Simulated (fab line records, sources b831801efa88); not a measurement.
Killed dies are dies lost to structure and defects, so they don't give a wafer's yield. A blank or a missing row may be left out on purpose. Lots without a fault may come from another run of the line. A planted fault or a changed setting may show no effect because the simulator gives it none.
Chamber matching | flow sky130 | SKY_CONTACT_CMP_04 on cmp-01: 4 sister chambers
The step polishes SiO2. 8 wafers are shown with their chamber, then 9 later ones without.

WAFERS WITH THEIR CHAMBER
wafer  | chamber | motor_current_A (A) | time_to_endpoint_s (s)
L137.1 | 0       | 13.7                | 85
L139.5 | 1       | 11.3                | 81
L142.1 | 0       | 14.5                | 82
L142.3 | 2       | 11.6                | 76
L142.6 | 3       | 13.4                | 79
L143.1 | 1       | 11.6                | 81
L143.3 | 2       | 10.8                | 77
L143.5 | 3       | 13.7                | 80

WAFERS WITHOUT THEIR CHAMBER
wafer  | motor_current_A (A) | time_to_endpoint_s (s)
L144.1 | 10.8                | 80
L144.4 | 14.6                | 80
L144.5 | 14.5                | 85
L145.1 | 13.2                | 80
L145.3 | 11.7                | 83
L145.6 | 11.4                | 88
L146.3 | 14.8                | 83
L148.2 | 14.7                | 83
L148.6 | 12.0                | 81

WHICH CHAMBER EACH WENT THROUGH
wafer  | from the rows above     | in truth
L144.1 | can't be placed: 1 or 2 | 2
L144.4 | can't be placed: 3 or 0 | 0
L144.5 | 0                       | 0
L145.1 | 3                       | 3
L145.3 | 1                       | 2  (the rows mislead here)
L145.6 | can't be placed: 1 or 0 | 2
L146.3 | 0                       | 0
L148.2 | 0                       | 0
L148.6 | 1                       | 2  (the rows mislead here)
Placed correctly: 4 of 9. Can't be placed from these rows: 3 (the true chamber is among the candidates in 2). Placed wrongly: 2.
How it was worked out, from the rows above alone: a wafer's distance from a chamber is the root of the sum, over the readings, of the square of ((its reading less the chamber's mean) divided by the reading's scatter). The wafer belongs to the nearest chamber; if the next one is less than 2 further off, it can't be placed. A chamber's mean is the mean of its shown wafers. The scatter: the root of (the sum of the squares of (reading less its chamber's mean) over the shown wafers, divided by (wafers less chambers)).
